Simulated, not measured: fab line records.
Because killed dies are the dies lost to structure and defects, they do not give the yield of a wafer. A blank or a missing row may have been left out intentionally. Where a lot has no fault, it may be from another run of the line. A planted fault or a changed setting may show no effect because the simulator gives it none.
Which of the tools did it? :: flow gf180mcu :: 12 lots, 36 wafers sampled, at 2 steps of a route of 602

WHAT THE GAUGES SHOWED, per wafer
GF_CONTACT_CD_MEAS_14 targets a cd of 220 nm.
lot: L075
measured: day 16 20:05
on: cd sem-02
cd nm (nm): 218.4 217.2 217.9

lot: L077
measured: day 17 00:22
on: cd sem-01
cd nm (nm): 219.2 219.5 219.6

lot: L078
measured: day 17 23:56
on: cd sem-02
cd nm (nm): 219.1 219.4 218.9

lot: L081
measured: day 18 20:12
on: cd sem-01
cd nm (nm): 218.6 218.8 218.0

lot: L083
measured: day 19 20:23
on: cd sem-02
cd nm (nm): 218.4 218.3 219.7

lot: L085
measured: day 20 09:27
on: cd sem-01
cd nm (nm): 219.8 220.4 219.8

lot: L087
measured: day 21 00:32
on: cd sem-01
cd nm (nm): 219.8 221.5 220.3

lot: L089
measured: day 21 14:33
on: cd sem-01
cd nm (nm): 215.4 217.1 216.4

lot: L091
measured: day 22 09:02
on: cd sem-01
cd nm (nm): 221.1 221.5 224.1

lot: L093
measured: day 22 23:22
on: cd sem-01
cd nm (nm): 220.0 219.3 220.1

lot: L095
measured: day 23 16:40
on: cd sem-02
cd nm (nm): 217.1 219.3 218.7

lot: L097
measured: day 24 06:57
on: cd sem-01
cd nm (nm): 219.8 218.9 219.0

EACH LOT AND THE TOOL THAT RAN IT (in order: tool; ch and the chambers of the sampled wafers; start)
lot: L075
GF_SALICIDE_RTA_08: rtp anneal-01 ch 0, day 15 21:20

lot: L077
GF_SALICIDE_RTA_08: rtp anneal-02 ch 0, day 16 01:08

lot: L078
GF_SALICIDE_RTA_08: rtp anneal-01 ch 0, day 17 00:34

lot: L081
GF_SALICIDE_RTA_08: rtp anneal-02 ch 0, day 17 19:23

lot: L083
GF_SALICIDE_RTA_08: rtp anneal-01 ch 0, day 18 19:55

lot: L085
GF_SALICIDE_RTA_08: rtp anneal-02 ch 0, day 19 08:35

lot: L087
GF_SALICIDE_RTA_08: rtp anneal-02 ch 0, day 19 23:46

lot: L089
GF_SALICIDE_RTA_08: rtp anneal-01 ch 0, day 20 13:49

lot: L091
GF_SALICIDE_RTA_08: rtp anneal-01 ch 0, day 21 08:17

lot: L093
GF_SALICIDE_RTA_08: rtp anneal-01 ch 0, day 21 23:09

lot: L095
GF_SALICIDE_RTA_08: rtp anneal-02 ch 0, day 22 17:02

lot: L097
GF_SALICIDE_RTA_08: rtp anneal-01 ch 0, day 23 08:31
- GF_SALICIDE_RTA_08: time 30 s.

THE ANSWER, worked out from the rows above alone
Rule: usual is defined by the lots themselves. The widest of any qualifying gaps counts: lots, ordered by their means at a reading, are off when they make up no more than a third of the lots, leave a main group of 4 or more, and stand apart from it by 3 or more times the standard deviation of that group's means. Not used: any main group whose means are identical at the precision the tables above print for the reading. A lot without any number at a reading at which 4 lots or more have one is off too. Where the step has rows for the other lots, those lots are counted as sound.
No lot is off on any of the readings shown, so nothing can be concluded from this.

WHAT THE SIMULATOR HAD INSERTED
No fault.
